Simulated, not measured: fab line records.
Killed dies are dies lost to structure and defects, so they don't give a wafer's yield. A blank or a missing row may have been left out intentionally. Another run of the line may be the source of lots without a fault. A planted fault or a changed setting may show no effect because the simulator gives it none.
The tool behind it: which one?	flow sky130	33 wafers from 11 lots sampled at 5 of the route's 708 steps

WHAT THE GAUGES SHOWED, per wafer
SKY_SPACER_THK_MEAS_01. Usual: for SPACER_CVD_00_THK the level is 43.3 nm and the standard deviation is 0.39.
lot	measured	on	SPACER_CVD_00_THK (nm)	flag
L699	day 23 10:03	filmMetro-04	43.8 44.0 44.0	
L700	day 23 11:16	filmMetro-02	42.8 42.7 43.0	
L701	day 23 18:32	filmMetro-02	43.2 43.6 43.0	
L702	day 24 12:03	filmMetro-04	43.9 43.4 43.2	
L703	day 24 16:51	filmMetro-02	43.1 42.7 42.7	
L704	day 25 02:47	filmMetro-02	43.1 43.3 43.3	
L705	day 25 13:00	filmMetro-02	43.3 42.9 43.0	
L709	day 27 00:50	filmMetro-04	43.1 43.5 43.3	
L711	day 27 14:41	filmMetro-03	34.5 34.6 34.5	OFF
L712	day 27 23:33	filmMetro-04	34.4 34.6 34.7	OFF
L713	day 28 05:26	filmMetro-02	34.7 34.4 34.3	OFF

SKY_SD_P_OVL_MEAS_08. Usual: for SD_P_OVL the level is 0.3 nm and the standard deviation is 1.5.
lot	measured	on	SD_P_OVL (nm)	flag
L699	day 25 21:32	overlay-01	0.6 1.8 2.4	
L700	day 25 23:04	overlay-01	4.0 0.5 1.4	
L701	day 26 05:23	overlay-02	0.0 -0.3 -0.3	
L702	day 26 22:29	overlay-02	-0.4 -2.2 -0.3	
L703	day 27 03:11	overlay-01	-0.3 -0.7 -3.0	
L704	day 27 12:04	overlay-01	1.9 -0.9 -0.6	
L705	day 27 22:25	overlay-02	1.2 -0.9 -1.3	
L709	day 29 09:56	overlay-01	1.3 -1.7 0.5	
L711	day 29 22:56	overlay-01	-0.1 0.0 1.5	
L712	day 30 08:11	overlay-02	-1.0 -1.3 -1.6	
L713	day 30 14:27	overlay-01	0.8 0.3 2.5	

SKY_LI_CONTACT_OVL_MEAS_13. Usual: for LI_CONTACT_OVL the level is -1 nm and the standard deviation is 4.2.
lot	measured	on	LI_CONTACT_OVL (nm)	flag
L699	day 29 10:49	overlay-01	-1 -4 -2	
L700	day 29 15:16	overlay-02	-1 0 6	
L701	day 29 20:20	overlay-01	-2 0 1	
L702	day 30 12:14	overlay-02	2 -4 4	
L703	day 30 16:29	overlay-02	-1 -7 4	
L704	day 31 01:34	overlay-01	-3 7 2	
L705	day 31 12:16	overlay-02	2 1 -2	
L709	day 32 23:49	overlay-01	1 3 3	
L711	day 33 10:22	overlay-01	-6 0 0	
L712	day 33 20:55	overlay-02	-3 -5 -2	
L713	day 34 00:50	overlay-02	-2 -3 -2	

TOOL THAT RAN EACH LOT (tool first, then ch and the chambers of the sampled wafers, then the start)
lot	SKY_SPACER_CVD_00	SKY_SPACER_ETCHBACK_02
L699	lpcvd-02 ch 1, day 23 08:50	rieDiel-02 ch 0,1,2, day 23 10:07
L700	lpcvd-02 ch 1, day 23 10:03	rieDiel-03 ch 0,3, day 23 11:19
L701	lpcvd-02 ch 1, day 23 17:17	rieDiel-03 ch 0,2,3, day 23 18:34
L702	lpcvd-02 ch 0, day 24 10:51	rieDiel-01 ch 0,1,2, day 24 12:07
L703	lpcvd-02 ch 1, day 24 15:37	rieDiel-02 ch 0,3, day 24 16:53
L704	lpcvd-02 ch 1, day 25 01:34	rieDiel-02 ch 0,1,3, day 25 02:50
L705	lpcvd-02 ch 0, day 25 11:47	rieDiel-03 ch 0,2,3, day 25 13:04
L709	lpcvd-02 ch 0, day 26 23:37	rieDiel-01 ch 0,2,3, day 27 00:53
L711	lpcvd-02 ch 1, day 27 13:29	rieDiel-03 ch 0,3, day 27 14:45
L712	lpcvd-02 ch 1, day 27 22:20	rieDiel-03 ch 1,3, day 27 23:37
L713	lpcvd-02 ch 1, day 28 04:13	rieDiel-03 ch 1,2,3, day 28 05:29
- SKY_SPACER_CVD_00: deposits Si3N4 from DCS/NH3, target thk 43.1 nm, time 740 s.
- SKY_SPACER_ETCHBACK_02: etches Si3N4 in CH3F/O2, stops on SiO2, time 46.7 s, target depth 45 nm.

AS READ BY THE TOOLS THEMSELVES (means over the sampled wafers that have a number; for cases with no such wafer, the mark the record gives instead)
SKY_SPACER_CVD_00. Usual: spikeTcLowerC 770.6 C, standard deviation 1.1; spikeTcTopC 787.1 C, standard deviation 1.1.
lot	tool	spikeTcLowerC (C)	spikeTcTopC (C)	flag
L699	lpcvd-02	770.7	787.3	
L700	lpcvd-02	770.2	787.1	
L701	lpcvd-02	771.3	788.3	
L702	lpcvd-02	769.7	786.5	
L703	lpcvd-02	770.6	786.5	
L704	lpcvd-02	772.3	788.6	
L705	lpcvd-02	769.5	786.9	
L709	lpcvd-02	769.3	786.8	
L711	lpcvd-02	771.5	787.0	
L712	lpcvd-02	770.6	787.5	
L713	lpcvd-02	771.7	787.1	

SKY_SPACER_ETCHBACK_02. Usual: drypumpMotorCurrentA 5.6 A, standard deviation 0.38; oesProductAu 0.858 a.u., standard deviation 0.0064; throttleValvePct 10.562 %, standard deviation 0.0095.
lot	tool	drypumpMotorCurrentA (A)	oesProductAu (a.u.)	throttleValvePct (%)	flag
L699	rieDiel-02	5.8	0.864	10.551	
L700	rieDiel-03	5.6	0.851	10.556	
L701	rieDiel-03	5.5	0.857	10.558	
L702	rieDiel-01	5.5	0.864	10.562	
L703	rieDiel-02	5.8	0.851	10.570	
L704	rieDiel-02	5.7	0.855	10.560	
L705	rieDiel-03	5.5	0.859	10.568	
L709	rieDiel-01	5.5	0.859	10.563	
L711	rieDiel-03	5.6	0.760	10.545	OFF
L712	rieDiel-03	5.4	0.761	10.544	OFF
L713	rieDiel-03	5.4	0.764	10.553	OFF

THE ANSWER, worked out from the rows above alone
Rule: a lot is off if the mean of its wafers that have a number lies more than 3 standard deviations from the usual mean. A lot without any number at a reading at which 4 lots or more have one is off too. The other lots that the step has rows for count as sound. The gauges are gone through in route order, then the tools' own readings, and for those a lot's mean is taken as printed above. At the first step where some lot is off, the reading lying furthest off is the one used; lots without a number count as furthest.
Off: L711, L712, L713, seen at SKY_SPACER_THK_MEAS_01 (SPACER_CVD_00_THK).
If a tool, at a process step before that reading, ran all the lots that are off and no sound lot after the first of them, it fits. Not tried: the gauges at SKY_SPACER_THK_MEAS_01; whatever is off there is also off at SKY_SPACER_ETCHBACK_02, on other tools, and gauge error can't account for it. One candidate fits, namely lpcvd-02 at SKY_SPACER_CVD_00. A fault onset in the window from L709 (day 26 23:37, its last sound lot) to L711 (day 27 13:29, its first lot off) fits.

WHAT HAD BEEN PUT IN BY THE SIMULATOR
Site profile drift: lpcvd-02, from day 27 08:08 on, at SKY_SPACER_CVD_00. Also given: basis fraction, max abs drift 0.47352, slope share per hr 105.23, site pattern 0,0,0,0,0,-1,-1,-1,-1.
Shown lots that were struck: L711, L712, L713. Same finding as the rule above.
